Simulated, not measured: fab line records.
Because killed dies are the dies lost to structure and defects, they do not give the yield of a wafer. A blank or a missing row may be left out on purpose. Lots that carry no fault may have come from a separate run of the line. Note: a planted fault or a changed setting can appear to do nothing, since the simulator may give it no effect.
A struck lot beside a sound one :: flow sky130 :: 16 out of 708 route steps
Sound: wafers L685.1, L685.2, L685.4. Struck: wafer L702.1 (L702.4, L702.6, from the same lot, were not struck and are left out); the cause is given at the end.
Each step with rows lists, per side, the tool, then ch with its chambers, then its first start. Under that, the readings that differ: sound wafers :: struck wafers :: difference of the means :: sigmas: that difference in standard deviations of wafers without a fault.
alike: readings whose means differ by less than 2 such deviations, and words and numbers that are the same on both sides. not compared: withheld readings, readings that some wafer has no value for, bounds like >300 that may hide the same value, and numbers for which the record gives no deviation and whose values overlap.
The two part at a step that has a row with sigmas, a row that says differs or no value, or rows on one side only. Non-overlapping numbers with no deviation appear without sigmas and do not part them. Lack of a reading on every wafer of one side parts them only where that side has two or more wafers.

first, 8 steps without rows for these wafers: SKY_METAL1_DEHYDRATE_07 (time 60 s); SKY_METAL1_HMDS_08 (prime time 60 s); SKY_METAL1_COAT_09 (resist thk 60 nm); SKY_METAL1_COAT_10 (resist thk 450 nm); SKY_METAL1_SOFTBAKE_11 (time 90 s); SKY_METAL1_EXPOSE_12 (exposes mask MM1, target cd 140 nm); SKY_METAL1_PEB_13; SKY_METAL1_DEVELOP_14 (develop time 60 s).
SKY_METAL1_CD_MEAS_15 targets a cd of 140 nm.
  sound on cd_sem-01, day 34 00:08; struck on cd_sem-01, day 40 11:56
  alike: cd_nm
SKY_METAL1_OVL_MEAS_16:
  sound on overlay-01, day 34 00:16; struck on overlay-01, day 40 12:04
  alike: METAL1_OVL
SKY_METAL1_DESCUM_17: chemistry O2, time 8 s.
  sound on rie_metal-04 ch 0,1, day 34 00:17; struck on rie_metal-04 ch 1, day 40 12:05
  alike: drypump_motor_current_A, oes_product_au
  not compared: rf_hours_counter_h
SKY_METAL1_ETCH_18: etches BARC in N2/H2, stops on SiO2, time 45.9 s, target depth 60 nm.
  sound on rie_metal-04 ch 0,1, day 34 00:19; struck on rie_metal-04 ch 1, day 40 12:07
reading: n2_flow_sccm (sccm)
sound: 100.22 99.87 100.62
struck: 99.42
difference: -0.82
sigmas: -3
  alike: drypump_motor_current_A, oes_product_au, throttle_valve_pct
  not compared: rf_hours_counter_h
SKY_METAL1_METAL_ETCH_19: etches the open film in Cl2/BCl3, stops on SiO2, target depth 360 nm, time 78 s.
  sound on rie_metal-04 ch 0,1, day 34 00:23; struck on rie_metal-04 ch 1, day 40 12:11
reading: model.KrF-thick_of_METAL1_COAT_10.thk_nm (nm)
sound: 158.5 159.6 160.1
struck: 79.57
difference: -79.83
sigmas: 

reading: model.METAL1.cd_nm (nm)
sound: 140.1 141 141.7
struck: 127.5
difference: -13.4
sigmas: 

reading: model.SiO2_of_CONTACT_HDPCVD_02.thk_nm (nm)
sound: 325.4 326.7 325.5
struck: 320.9
difference: -5.0
sigmas: 
  alike: drypump_motor_current_A, oes_product_au, throttle_valve_pct
  not compared: rf_hours_counter_h
SKY_METAL1_STRIP_20: strips in O2/N2.
  sound on plasma_asher-01 ch 0,1, day 34 00:29; struck on plasma_asher-01 ch 0, day 40 12:17
reading: oes_product_au (a.u.)
sound: 0.348 0.341 0.340
struck: 0.305
difference: -0.038
sigmas: -7

reading: strip_time_to_endpoint_s (s)
sound: 2.70 2.71 2.71
struck: 1.79
difference: -0.92
sigmas: -21
  alike: drypump_motor_current_A, n2_flow_sccm
  not compared: rf_hours_counter_h
then, 1 step without rows for these wafers: SKY_METAL1_STRIP_21 (strips in post etch residue remover, time 1200 s).
-- the record jumps here: 11 days lie between the struck wafers' starts before and after (it left off in module METAL1 and takes up again in module PAD_OPEN, whose first step shown is number 708 of the route) --
SKY_PAD_OPEN_PROBE_99:
  sound on prober-01, day 46 23:15; struck on prober-01, day 51 15:24
reading: killed_at_M4_up
sound: 0 1 4
struck: 6
difference: +4
sigmas: +2

reading: model.etest.met1.width_nm (nm)
sound: 140.7 139.8 143
struck: 129.4
difference: -11.8
sigmas: 

reading: model.etest.met1.line_ohm_um
sound: 0.9209 0.905 0.906
struck: 0.9991
difference: +0.0885
sigmas: 
  alike: defect_limited_yield, killed_at_M0_to_M3, killed_at_contacts, killed_at_front_end, killed_at_other, killed_dies, killed_on_rim, killed_open, killed_short, sort_bin_3_pad_short, sort_bin_5_function, sort_bin_6_memory, sort_n_pass, sort_yield_pct

WHERE THEY PART
Earliest at SKY_METAL1_ETCH_18; latest, in this record, at SKY_PAD_OPEN_PROBE_99.

WHY: whatever the simulator had introduced
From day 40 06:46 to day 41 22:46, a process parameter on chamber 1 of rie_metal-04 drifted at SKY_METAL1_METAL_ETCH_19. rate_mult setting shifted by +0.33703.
